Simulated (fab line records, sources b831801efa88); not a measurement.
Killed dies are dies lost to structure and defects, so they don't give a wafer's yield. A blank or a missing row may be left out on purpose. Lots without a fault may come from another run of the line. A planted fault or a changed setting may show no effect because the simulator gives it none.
Which tool did it? | flow gf180mcu | 11 lots, 33 wafers sampled, at 4 steps of a route of 602

WHAT THE GAUGES READ, wafer by wafer
GF_M4_CD_MEAS_14: target cd 280 nm. Usual: cd_nm 280.1 nm, standard deviation 1.4.
lot  | measured     | on        | cd_nm (nm)        | flag
L530 | day 23 11:11 | cd_sem-02 | 278.2 279.0 279.2 |
L531 | day 23 19:40 | cd_sem-01 | 279.7 280.3 280.4 |
L532 | day 23 22:16 | cd_sem-01 | 278.8 278.7 279.3 |
L534 | day 25 02:06 | cd_sem-01 | 278.1 277.0 276.9 |
L536 | day 25 11:23 | cd_sem-02 | 279.4 279.8 279.1 |
L535 | day 25 11:48 | cd_sem-01 | 280.9 281.0 279.8 |
L538 | day 26 08:14 | cd_sem-02 | 277.3 277.6 278.9 |
L547 | day 28 20:52 | cd_sem-01 | 282.6 282.1 282.8 |
L548 | day 29 05:22 | cd_sem-01 | 281.8 281.3 280.4 |
L550 | day 29 23:52 | cd_sem-01 | 281.6 279.5 281.5 |
L552 | day 30 03:25 | cd_sem-02 | 280.6 280.4 280.3 |

GF_PASSIVATION_THK_MEAS_03. Usual: PASSIVATION_CVD_02_THK 703 nm, standard deviation 10.
lot  | measured     | on            | PASSIVATION_CVD_02_THK (nm) | flag
L530 | day 28 03:23 | film_metro-02 | 682 714 698                 |
L531 | day 28 12:05 | film_metro-04 | 708 710 711                 |
L532 | day 28 19:01 | film_metro-03 | 689 704 700                 |
L534 | day 29 13:28 | film_metro-04 | 688 692 712                 |
L536 | day 30 00:14 | film_metro-04 | 692 704 700                 |
L535 | day 30 01:37 | film_metro-03 | 707 696 720                 |
L538 | day 30 18:42 | film_metro-02 | 700 699 708                 |
L547 | day 32 21:17 | film_metro-04 | 699 506 480                 | OFF
L548 | day 33 05:26 | film_metro-04 | 701 689 496                 | OFF
L550 | day 33 19:38 | film_metro-02 | 707 698 720                 |
L552 | day 33 22:31 | film_metro-02 | 703 695 702                 |

WHICH TOOL RAN EACH LOT (tool, then ch and the chambers of the sampled wafers, then the start)
lot  | GF_V4_ETCH_17                                 | GF_PASSIVATION_CVD_02
L530 | rie_diel-01 ch 2,3, day 28 03:05 or earlier   | pecvd-02 ch 0,1, day 28 03:05
L531 | rie_diel-03 ch 0,2,3, day 28 11:47 or earlier | pecvd-03 ch 0,2, day 28 11:47
L532 | rie_diel-01 ch 0,1,3, day 28 18:43 or earlier | pecvd-02 ch 0,1, day 28 18:43
L534 | rie_diel-04 ch 0,1,2, day 29 13:11 or earlier | pecvd-01 ch 0,2, day 29 13:11
L536 | rie_diel-04 ch 0,1,3, day 29 23:57 or earlier | pecvd-01 ch 0,2, day 29 23:57
L535 | rie_diel-01 ch 1,2,3, day 30 01:20 or earlier | pecvd-01 ch 1,2, day 30 01:20
L538 | rie_diel-04 ch 0,2, day 30 18:25 or earlier   | pecvd-01 ch 1,2, day 30 18:25
L547 | rie_diel-03 ch 0,1, day 32 20:59 or earlier   | pecvd-01 ch 0,1,2, day 32 20:59
L548 | rie_diel-01 ch 1,3, day 33 05:08 or earlier   | pecvd-01 ch 0,2, day 33 05:08
L550 | rie_diel-03 ch 1,2, day 33 19:20 or earlier   | pecvd-02 ch 0,2, day 33 19:20
L552 | rie_diel-04 ch 1,2, day 33 22:13 or earlier   | pecvd-03 ch 0,1,2, day 33 22:13
- GF_V4_ETCH_17: etches SiO2 in C4F8/O2/Ar, stops on TiN, target depth 630 nm.
- GF_PASSIVATION_CVD_02: deposits Si3N4, target thk 700 nm, time 486.18 s.

WHAT THE TOOLS THEMSELVES READ (means of the sampled wafers that have a number; where no wafer has one, the mark that the record gives instead)
GF_V4_ETCH_17. Usual: oes_product_au 0.856 a.u., standard deviation 0.0049; rf_fwd_power_W 1493 W, standard deviation 5.3.
lot  | tool        | oes_product_au (a.u.) | rf_fwd_power_W (W) | flag
L530 | rie_diel-01 | 0.856                 | 1496               |
L531 | rie_diel-03 | 0.852                 | 1495               |
L532 | rie_diel-01 | 0.857                 | 1496               |
L534 | rie_diel-04 | 0.856                 | 1491               |
L536 | rie_diel-04 | 0.861                 | 1493               |
L535 | rie_diel-01 | 0.858                 | 1491               |
L538 | rie_diel-04 | 0.853                 | 1489               |
L547 | rie_diel-03 | 0.852                 | 1490               |
L548 | rie_diel-01 | 0.859                 | 1490               |
L550 | rie_diel-03 | 0.852                 | 1493               |
L552 | rie_diel-04 | 0.856                 | 1488               |

GF_PASSIVATION_CVD_02. Usual: heater_power_w 637 W, standard deviation 87; rf_fwd_power_W 449.4 W, standard deviation 1.3.
lot  | tool     | heater_power_w (W) | rf_fwd_power_W (W) | flag
L530 | pecvd-02 | 717                | 449.2              |
L531 | pecvd-03 | 676                | 448.9              |
L532 | pecvd-02 | 673                | 449.6              |
L534 | pecvd-01 | 612                | 450.6              |
L536 | pecvd-01 | 584                | 449.5              |
L535 | pecvd-01 | 552                | 449.5              |
L538 | pecvd-01 | 597                | 449.6              |
L547 | pecvd-01 | 555                | 449.4              |
L548 | pecvd-01 | 549                | 449.8              |
L550 | pecvd-02 | 785                | 448.8              |
L552 | pecvd-03 | 600                | 448.8              |

THE ANSWER, worked out from the rows above alone
Rule: a lot is off if the mean of its wafers that have a number lies more than 3 standard deviations from the usual mean. A lot without any number at a reading at which 4 lots or more have one is off too. The other lots that the step has rows for count as sound. The gauges are gone through in route order, then the tools' own readings, and for those a lot's mean is taken as printed above. The first step at which some lot is off is used, and at that step the reading that is off furthest; a lot without a number counts as furthest.
Off: L547, L548, at GF_PASSIVATION_THK_MEAS_03 (PASSIVATION_CVD_02_THK).
A tool fits if, at a process step before that reading, it ran every lot that is off, and no sound lot after the first of them. The gauges at GF_PASSIVATION_THK_MEAS_03 are tried like those tools. GF_V4_ETCH_17 gives no start for some lots, so the hours and the order of its lots are those of GF_PASSIVATION_CVD_02. Can't be told from this: 2 tools fit, pecvd-01 at GF_PASSIVATION_CVD_02, film_metro-04 at GF_PASSIVATION_THK_MEAS_03.

WHAT THE SIMULATOR HAD PUT IN
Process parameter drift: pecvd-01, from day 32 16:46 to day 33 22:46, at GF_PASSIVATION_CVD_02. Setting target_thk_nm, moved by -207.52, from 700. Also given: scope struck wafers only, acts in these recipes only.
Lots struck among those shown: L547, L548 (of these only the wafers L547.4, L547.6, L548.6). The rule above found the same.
